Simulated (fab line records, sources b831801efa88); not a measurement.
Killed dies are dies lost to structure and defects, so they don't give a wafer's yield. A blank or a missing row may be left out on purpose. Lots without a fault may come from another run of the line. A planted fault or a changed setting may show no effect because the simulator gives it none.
fab line records | flow gf180mcu
record lots=13 wafers=39 last_day=34
route steps=602 shown M1@332 V1@340
lots that met no fault: from a run of the same line without faults
start_h: hours from the record's first day to the start of the lot's first wafer shown | wait_h: hours since the lot's step before | " the same as in the row above | L1.1+2: a row that stands for several wafers | - no value, or no start given | * or withheld: withheld | < > ~ a bound
route shown NAME@n: a module of which the file shows steps, and the number in the route of the first | usual: mean/standard deviation of fault-free wafers | same: alike in all rows | chamber/n: place in a boat | sites: the reading at each site | _std_site: their standard deviation | _edge_site: outer sites' mean less inner sites' | radius_mm: how far each site lies from the wafer's centre | mask NAME#n: copy n | behind: the tool/chamber that last shaped the wafer | hold: why the lot was held/for how many hours/how that ended | device: the transistor (n, p or np) that didn't switch | end of line: the same wafers' tests at the end of the route | a step without rows: its recipe alone | killed: dies lost to structure and defects at the first sort, not the wafer's yield | map: a wafer's dies, x killed, . not, _ none there
set.NAME: the setting as run; set.NAME@STEP: as run at that earlier step | model.NAME: the simulator's own value behind a step, which no gauge read
steps of the route over a sample of lots; a table a step, a row a wafer
services: from which hour (start_h, from the record's first day; less than 0 if before it) a tool's chamber was out of use, for how many hours, and why
## steps
# step GF_M1_STRIP_17
# recipe chemistry=O2/N2 power_w=1400 pressure_mtorr=1500 platen_temp_c=250 o2_flow_sccm=3000 n2_flow_sccm=300 overash_fraction=0.5
# usual drypump_motor_current_A=6.0/0.44 heater_power_w=352/37 oes_product_au=0.561/0.005 strip_time_to_endpoint_s=7.96/0.051
# columns lot.wafer tool chamber start_h wait_h drypump_motor_current_A heater_power_w oes_product_au rf_hours_counter_h strip_time_to_endpoint_s
L935.2 plasma_asher-04 1 389.86 0.1 6.3 328 0.559 78 7.94
L935.4 " 0 " " 6.1 314 0.557 - 7.95
L935.6 " 0 " " 6.1 306 0.571 - 7.95
L936.1 plasma_asher-03 1 400.76 0.1 6.1 317 0.565 74 7.98
L936.4 " 0 " " 5.2 357 0.556 - 7.92
L936.5 " 0 " " 5.1 364 0.567 - 7.96
L937.3 plasma_asher-02 0 408.21 0.1 6.0 399 0.554 - 8.00
L937.4 " 1 " " 6.6 413 0.562 - 7.94
L937.6 " 0 " " 6.0 401 0.559 - 7.93
L939.3 plasma_asher-04 1 436.74 0.1 6.2 325 0.558 - 7.98
L939.4 " 0 " " 6.1 318 0.561 - 7.96
L939.6 " 0 " " 6.1 315 0.556 - 8.00
L942.4 plasma_asher-03 0 460.42 0.1 5.2 350 0.562 - 7.90
L942.5 " 1 " " 6.1 325 0.561 - 7.90
L942.6 " 0 " " 5.1 351 0.563 - 7.90
L943.4 plasma_asher-02 0 468.14 0.1 6.0 401 0.569 - 8.03
L943.5 " 0 " " 6.0 397 0.559 - 7.94
L943.6 " 1 " " 6.6 423 0.568 - 8.04
L944.1 plasma_asher-03 1 482.70 0.1 6.1 321 0.558 6 7.91
L944.3 " 1 " " 6.1 322 0.561 - 8.05
L944.4 " 0 " " 5.2 350 0.566 - 7.97
L950.1 plasma_asher-04 1 531.82 0.1 6.3 335 0.561 93 7.94
L950.4 " 1 " " 6.2 336 0.565 - 7.97
L950.6 " 1 " " 6.2 325 0.558 - 7.98
L951.3 plasma_asher-02 0 543.95 0.1 6.0 394 0.564 - 7.99
L951.4 " 1 " " 6.6 415 0.558 - 8.03
L951.6 " 1 " " 6.5 405 0.564 - 8.02
L952.1 plasma_asher-04 1 548.82 0.1 6.3 326 0.557 95 7.98
L952.4 " 0 " " 6.1 313 0.559 - 7.99
L952.6 " 0 " " 6.1 312 0.560 - 7.96
L953.3 plasma_asher-03 1 549.92 0.1 6.1 318 0.559 - 7.97
L953.4 " 0 " " 5.2 344 0.564 - 8.02
L953.6 " 1 " " 6.1 317 0.561 - 7.93
L954.1 plasma_asher-02 1 558.60 0.1 6.6 409 0.549 48 7.82
L954.2 " 0 " " 6.0 384 0.559 48 7.99
L954.4 " 1 " " 6.5 417 0.550 - 7.89
L957.3 plasma_asher-03 1 578.20 0.1 6.1 316 0.564 - 7.99
L957.4 " 0 " " 5.2 354 0.568 - 8.03
L957.5 " 0 " " 5.2 344 0.572 - 8.03
# step GF_V1_BOW_MEAS_05
# recipe mode=bow
# usual V1_BOW=83/8.9
# columns lot.wafer tool chamber start_h wait_h V1_BOW[um]
L935.2 film_metro-04 - 390.97 0.3 73
L935.4 " - " " 81
L935.6 " - " " 70
L936.1 film_metro-02 - 401.94 0.1 76
L936.4 " - " " 83
L936.5 " - " " 78
L937.3 film_metro-02 - 409.34 0.2 79
L937.4 " - " " 87
L937.6 " - " " 86
L939.3 film_metro-04 - 437.93 0.3 95
L939.4 " - " " 79
L939.6 " - " " 95
L942.4 film_metro-02 - 461.57 0.3 69
L942.5 " - " " 74
L942.6 " - " " 76
L943.4 film_metro-03 - 469.26 0.3 92
L943.5 " - " " 68
L943.6 " - " " 84
L944.1 film_metro-03 - 483.83 0.2 76
L944.3 " - " " 87
L944.4 " - " " 85
L950.1 film_metro-02 - 532.95 0.2 65
L950.4 " - " " 64
L950.6 " - " " 87
L951.3 film_metro-04 - 545.06 0.3 97
L951.4 " - " " 87
L951.6 " - " " 84
L952.1 film_metro-02 - 549.95 0.2 74
L952.4 " - " " 64
L952.6 " - " " 77
L953.3 film_metro-03 - 551.07 0.2 76
L953.4 " - " " 85
L953.6 " - " " 78
L954.1 film_metro-02 - 559.76 0.1 81
L954.2 " - " " 86
L954.4 " - " " 77
L957.3 film_metro-04 - 579.31 0.3 79
L957.4 " - " " 78
L957.5 " - " " 83
# step GF_V1_SOFTBAKE_10
# recipe temp_c=130 time_s=60 resist=KrF
# usual heater_power_total_W=93.06/0.062 plate_temp_C=130.02/0.15
# columns lot.wafer tool chamber start_h wait_h heater_power_total_W plate_temp_C
L935.2 litho_track-04 0 402 - 92.98 130.01
L935.4 " 0 " " 93.01 129.71
L935.6 " 0 " " 93.03 129.74
L936.1 litho_track-01 0 413 - 92.97 130.03
L936.4 " 0 " " 93.09 130.04
L936.5 " 0 " " 92.97 130.00
L937.3 litho_track-04 0 421 - 93.03 129.77
L937.4 " 0 " " 93.00 130.20
L937.6 " 0 " " 93.07 129.86
L939.3 litho_track-04 0 450 - 93.10 130.03
L939.4 " 0 " " 93.12 129.90
L939.6 " 0 " " 93.02 130.01
L942.4 litho_track-04 0 473 - 93.09 130.25
L942.5 " 0 " " 93.01 130.44
L942.6 " 0 " " 93.16 130.25
L943.4 litho_track-03 0 481 - 93.08 130.03
L943.5 " 0 " " 92.99 129.84
L943.6 " 0 " " 93.06 129.87
L944.1 litho_track-04 0 495 - 93.13 129.96
L944.3 " 0 " " 93.00 130.05
L944.4 " 0 " " 93.13 129.90
L950.1 litho_track-04 0 544 - 76.10 111.63
L950.4 " 0 " " 76.08 111.49
L950.6 " 0 " " 75.91 111.50
L951.3 litho_track-03 0 556 - 93.04 130.29
L951.4 " 0 " " 92.99 130.17
L951.6 " 0 " " 93.09 130.26
L952.1 litho_track-03 0 560 - 93.04 129.80
L952.4 " 0 " " 93.09 129.76
L952.6 " 0 561 - 93.10 129.69
L953.3 litho_track-01 0 562 - 93.00 129.88
L953.4 " 0 " " 93.06 130.03
L953.6 " 0 " " 93.04 130.02
L954.1 litho_track-03 0 570 - 93.06 130.18
L954.2 " 0 " " 93.00 130.14
L954.4 " 0 " " 93.10 130.15
L957.3 litho_track-01 0 590 - 93.01 130.18
L957.4 " 0 " " 93.10 130.12
L957.5 " 0 " " 93.13 129.79
# step GF_V1_CD_MEAS_14
# recipe target_cd_nm=260
# usual cd_nm=260.3/1
# columns lot.wafer tool chamber start_h wait_h cd_nm
L935.2 cd_sem-02 - 414.26 0.1 260.5
L935.4 " - " " 260.3
L935.6 " - " " 259.8
L936.1 cd_sem-02 - 425.84 0.1 260.7
L936.4 " - " " 260.7
L936.5 " - " " 260.1
L937.3 cd_sem-02 - 432.79 0.1 260.5
L937.4 " - " " 259.9
L937.6 " - " " 260.7
L939.3 cd_sem-02 - 461.94 0.1 261.1
L939.4 " - " " 261.5
L939.6 " - " " 261.1
L942.4 cd_sem-01 - 485.60 0.1 260.0
L942.5 " - " " 260.7
L942.6 " - " " 260.6
L943.4 cd_sem-01 - 493.30 0.1 260.4
L943.5 " - " " 259.2
L943.6 " - " " 259.7
L944.1 cd_sem-01 - 506.55 0.1 259.8
L944.3 " - " " 259.8
L944.4 " - " " 258.9
L950.1 cd_sem-01 - 555.70 0.1 234.2
L950.4 " - " " 233.3
L950.6 " - " " 233.3
L951.3 cd_sem-01 - 567.09 0.1 257.5
L951.4 " - " " 259.0
L951.6 " - " " 259.3
L952.1 cd_sem-01 - 571.74 0.1 261.3
L952.4 " - " " 261.4
L952.6 " - " " 262.2
L953.3 cd_sem-02 - 573.34 0.1 259.4
L953.4 " - " " 258.4
L953.6 " - " " 259.0
L954.1 cd_sem-02 - 581.45 0.1 259.8
L954.2 " - " " 261.0
L954.4 " - " " 261.1
L957.3 cd_sem-02 - 600.58 0.1 261.5
L957.4 " - " " 260.3
L957.5 " - " " 260.3
# step GF_V1_SPUTTER_21
# recipe material=Ti target_thk_nm=15 chamber_pressure_pa=5 power_w=2500 substrate_temp_c=200 time_s=80.02
# usual substrate_temp_c=200.01/0.14 throttle_valve_pct=30.0/1.4
# columns lot.wafer tool chamber start_h wait_h substrate_temp_c throttle_valve_pct
L935.2 pvd_sputter-01 - 415.06 0.0 200.05 32.5
L935.4 " - " " 200.32 29.0
L935.6 " - " " 200.03 32.6
L936.1 pvd_sputter-02 - 426.66 0.0 199.71 29.6
L936.4 " - " " 200.07 28.1
L936.5 " - " " 200.08 31.5
L937.3 pvd_sputter-01 - 433.91 0.0 200.08 32.3
L937.4 " - " " 200.05 28.9
L937.6 " - " " 200.02 28.9
L939.3 pvd_sputter-03 - 462.75 0.0 199.96 30.5
L939.4 " - " " 199.99 29.8
L939.6 " - " " 199.86 30.5
L942.4 pvd_sputter-01 - 486.39 0.0 199.95 29.1
L942.5 " - " " 200.09 29.9
L942.6 " - " " 199.70 32.2
L943.4 pvd_sputter-03 - 494.05 0.0 199.82 27.5
L943.5 " - " " 200.23 30.0
L943.6 " - " " 200.05 30.3
L944.1 pvd_sputter-01 - 507.37 0.0 200.18 29.8
L944.3 " - " " 199.80 29.0
L944.4 " - " " 200.11 32.3
L950.1 pvd_sputter-02 - 556.52 0.0 200.09 31.5
L950.4 " - " " 199.99 29.4
L950.6 " - " " 200.03 31.5
L951.3 pvd_sputter-01 - 567.87 0.0 199.97 29.8
L951.4 " - " " 199.88 29.0
L951.6 " - " " 199.72 31.9
L952.1 pvd_sputter-01 - 572.55 0.0 199.93 29.0
L952.4 " - " " 200.06 28.7
L952.6 " - " " 200.27 29.5
L953.3 pvd_sputter-03 - 574.15 0.0 199.90 30.2
L953.4 " - " " 199.78 30.2
L953.6 " - " " 200.40 27.5
L954.1 pvd_sputter-03 - 582.38 0.0 199.91 30.8
L954.2 " - " " 199.90 30.5
L954.4 " - " " 200.10 30.0
L957.3 pvd_sputter-03 - 601.35 0.0 200.10 30.3
L957.4 " - " " 199.94 30.4
L957.5 " - " " 199.98 30.3
## services
# columns tool chamber start_h hours kind
plasma_asher-03 - 421.25 9.0 pm
plasma_asher-03 0 421.25 9.0 vent_cycle
plasma_asher-03 1 421.25 9.0 vent_cycle
plasma_asher-03 0 430.25 - clean
plasma_asher-03 1 430.25 - clean
plasma_asher-04 - 474.50 7.9 repair
pvd_sputter-03 - 490.36 0.8 repair
plasma_asher-04 - 546.46 0.9 repair
plasma_asher-03 - 557.39 3.4 repair
plasma_asher-03 - 583.83 0.6 repair
plasma_asher-02 - 588.08 0.8 repair
pvd_sputter-01 - 598.81 3.0 repair
## key
first_sign step=GF_V1_SOFTBAKE_10 reading=heater_power_total_W direction=down sigmas=99+ usual=93.06 struck=76.03
effect step=GF_V1_SOFTBAKE_10 reading=plate_temp_C direction=down sigmas=99+ usual=* struck=*
effect step=GF_V1_CD_MEAS_14 reading=cd_nm direction=down sigmas=27 usual=260.3 struck=233.6 through=control_loop
met_at GF_V1_SOFTBAKE_10
struck_lots L950
sort_left_out L950.1,L950.4,L950.6
tester_left_out L950
loop_trim step=GF_V1_EXPOSE_11 setting=dose lots=L950
not_acting_at GF_M1_STRIP_17,GF_V1_BOW_MEAS_05,GF_V1_SPUTTER_21
onset_between 495 544
earlier_fault kind=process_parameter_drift tool=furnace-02 chamber=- onset_h=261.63 steps=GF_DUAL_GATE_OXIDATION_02 channel=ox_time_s offset=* shape=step end_h=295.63 acts_in=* stated=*
fault kind=process_parameter_drift tool=litho_track-04 chamber=- onset_h=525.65 steps=GF_V1_SOFTBAKE_10 channel=temp_c offset=* shape=step acts_in=* stated=*
# tester_left_out: of these lots the tester's yield and bins aren't shown, on N5 and GAA mostly nor the transistor test; their killed dies are dies lost to structure and defects alone, not to doping, threshold or leakage, so they don't give the yield
# sort_left_out: the simulated sort isn't trusted on such a fault, so these wafers' sort isn't shown, and their yield isn't known
# loop_trim: a control loop set the setting to another value than it would have without faults
